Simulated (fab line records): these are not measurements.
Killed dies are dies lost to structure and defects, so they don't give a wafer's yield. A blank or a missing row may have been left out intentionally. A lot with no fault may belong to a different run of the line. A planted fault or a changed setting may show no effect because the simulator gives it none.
Matching of chambers -- flow gf180mcu -- GF_CONTACT_CVD_02 on pecvd-03 has 3 sister chambers
The step deposits SiO2 from TEOS, target thk 860 nm, time 95.992 s. 3 wafers are shown with their chamber, then 6 later ones without.

WAFERS, EACH WITH ITS CHAMBER
wafer,chamber,heater power w (W)
L529.4,1,731
L532.3,0,640
L532.4,2,663

WAFERS MISSING THEIR CHAMBER
wafer,heater power w (W)
L532.5,729
L534.1,744
L534.2,814
L540.2,700
L540.4,729
L540.5,634

EACH ONE'S CHAMBER
wafer,from the rows above,in truth
L532.5,can't be placed: 1 or 2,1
L534.1,can't be placed: 1 or 2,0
L534.2,can't be placed: 1 or 2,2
L540.2,can't be placed: 1 or 2 or 0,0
L540.4,can't be placed: 1 or 2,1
L540.5,can't be placed: 0 or 2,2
0 of 6 placed correctly. Unplaceable from these rows: 6, with the true chamber sitting among the candidates in 5. Number placed wrongly: 0.
How it was worked out, from the rows above alone: a wafer's distance from a chamber is the root of the sum, over the readings, of the square of ((its reading less the chamber's mean) divided by the reading's scatter). The wafer belongs to the nearest chamber; if the next one is less than 2 further off, it can't be placed. For every chamber, the mean is computed from those of its wafers that are shown. The scatter (one wafer shown for each chamber): square how far every hidden wafer sits from the nearest shown wafer, average those squares and take the square root.
